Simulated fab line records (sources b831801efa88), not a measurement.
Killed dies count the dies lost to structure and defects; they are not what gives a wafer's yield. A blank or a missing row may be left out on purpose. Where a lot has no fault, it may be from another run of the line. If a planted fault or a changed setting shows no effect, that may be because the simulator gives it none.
What tool caused it? ; flow sky130 ; 11 lots, 33 wafers sampled, at 4 steps of a route of 708

== WHAT EACH GAUGE READ, for each wafer ==
SKY_LDD_P_OVL_MEAS_08.
lot;measured;on;LDD_P_OVL (nm)
L328;day 18 21:14;overlay-02;0.6 2.2 0.5
L331;day 21 01:33;overlay-01;-0.3 0.0 -0.2
L332;day 21 04:45;overlay-02;3.4 1.8 2.3
L338;day 22 20:27;overlay-02;1.7 0.7 -0.6
L339;day 23 09:50;overlay-02;-1.1 -1.5 -0.5
L344;day 24 23:27;overlay-02;0.5 1.8 0.2
L345;day 25 11:11;overlay-01;2.0 4.1 3.3
L346;day 25 10:44;overlay-01;2.9 2.2 2.6
L347;day 25 16:04;overlay-01;1.7 0.5 1.2
L349;day 26 22:34;overlay-02;0.5 1.3 0.6
L350;day 27 04:24;overlay-02;0.0 0.5 -0.3

SKY_LDD_P_TW_MEAS_11.
lot;measured;on;LDD_P_TW
L328;day 18 21:32;film_metro-02;637 634 637
L331;day 21 01:50;film_metro-04;631 633 633
L332;day 21 05:03;film_metro-02;637 637 634
L338;day 22 20:44;film_metro-04;716 720 722
L339;day 23 10:08;film_metro-02;723 721 722
L344;day 24 23:44;film_metro-02;633 635 631
L345;day 25 11:29;film_metro-04;630 631 629
L346;day 25 11:01;film_metro-04;628 630 628
L347;day 25 16:21;film_metro-03;639 640 642
L349;day 26 22:51;film_metro-02;636 636 638
L350;day 27 04:41;film_metro-04;632 632 630

== WHICH TOOL RAN EACH LOT (tool, then ch and the chambers of the sampled wafers, then the start) ==
lot;SKY_FIELD_ISO_STRIP_16;SKY_LDD_P_IMPLANT_09
L328;plasma_asher-02 ch 0,1, day 2 06:29;implanter-02 ch 0, day 18 21:17
L331;plasma_asher-01 ch 0,1, day 2 21:17;implanter-04 ch 0, day 21 01:35
L332;plasma_asher-02 ch 0,1, day 3 02:49;implanter-01 ch 0, day 21 04:50
L338;plasma_asher-03 ch 0,1, day 4 08:35;implanter-01 ch 0, day 22 20:29
L339;plasma_asher-03 ch 0,1, day 4 14:07;implanter-01 ch 0, day 23 09:55
L344;plasma_asher-02 ch 0,1, day 5 16:02;implanter-02 ch 0, day 24 23:29
L345;plasma_asher-01 ch 0,1, day 5 23:38;implanter-02 ch 0, day 25 11:14
L346;plasma_asher-01 ch 0,1, day 6 03:02;implanter-01 ch 0, day 25 10:46
L347;plasma_asher-02 ch 0, day 6 07:56;implanter-04 ch 0, day 25 16:07
L349;plasma_asher-03 ch 0,1, day 6 18:56;implanter-04 ch 0, day 26 22:37
L350;plasma_asher-03 ch 1, day 7 01:23;implanter-04 ch 0, day 27 04:26
- SKY_FIELD_ISO_STRIP_16: strips in O2/N2.
- SKY_LDD_P_IMPLANT_09

== AS READ BY THE TOOLS THEMSELVES (means over the sampled wafers that have a number; for cases with no such wafer, the mark the record gives instead) ==
SKY_FIELD_ISO_STRIP_16.
lot;tool;drypump_motor_current_A (A);oes_product_au (a.u.);strip_time_to_endpoint_s (s)
L328;plasma_asher-02;5.8;0.381;3.50
L331;plasma_asher-01;5.0;0.379;3.58
L332;plasma_asher-02;5.8;0.376;3.54
L338;plasma_asher-03;5.4;0.377;3.54
L339;plasma_asher-03;5.4;0.375;3.53
L344;plasma_asher-02;5.8;0.380;3.53
L345;plasma_asher-01;5.0;0.377;3.54
L346;plasma_asher-01;5.0;0.380;3.53
L347;plasma_asher-02;6.3;0.376;3.54
L349;plasma_asher-03;5.4;0.375;3.52
L350;plasma_asher-03;5.3;0.380;3.57

SKY_LDD_P_IMPLANT_09.
lot;tool;beam_energy_keV;dose_ions_cm2;faraday_current_uA
L328;implanter-02;24.986;1e+13;55.6
L331;implanter-04;25.002;1e+13;56.4
L332;implanter-01;25.005;1e+13;56.3
L338;implanter-01;24.994;1e+13;83.9
L339;implanter-01;24.997;1e+13;83.3
L344;implanter-02;24.990;1e+13;56.1
L345;implanter-02;25.004;1e+13;56.2
L346;implanter-01;24.992;1e+13;56.2
L347;implanter-04;24.994;1e+13;56.5
L349;implanter-04;24.997;1e+13;56.5
L350;implanter-04;25.009;1e+13;56.8

== THE ANSWER, worked out from the rows above alone ==
Rule: the lots themselves supply what counts as usual. Put in order of their means at a reading, lots are off if they are a third of the lots or fewer, leave a main group of 4 or more, and stand apart from it by a gap of 3 or more times the standard deviation of the main group's means; of several such gaps the widest counts. The tables above print the reading to a certain number of digits; a main group whose means all agree to those digits is not used. A lot without any number at a reading at which 4 lots or more have one is off too. Any other lot the step has rows for is counted as sound. The gauges are gone through in route order, then the tools' own readings, and for those a lot's mean is taken as printed above. At the first step where some lot is off, the reading lying furthest off is the one used; lots without a number count as furthest.
Off: L338, L339, seen at SKY_LDD_P_TW_MEAS_11 (LDD_P_TW). The main group has a mean of 634 with a standard deviation of 3.5.
A tool fits if, at a process step before that reading, it ran every lot that is off, and no sound lot after the first of them. Not tried: the gauges at SKY_LDD_P_TW_MEAS_11; whatever is off there is also off at SKY_LDD_P_IMPLANT_09, on other tools, and gauge error can't account for it. None of those tried fits.

== WHAT HAD BEEN PUT IN BY THE SIMULATOR ==
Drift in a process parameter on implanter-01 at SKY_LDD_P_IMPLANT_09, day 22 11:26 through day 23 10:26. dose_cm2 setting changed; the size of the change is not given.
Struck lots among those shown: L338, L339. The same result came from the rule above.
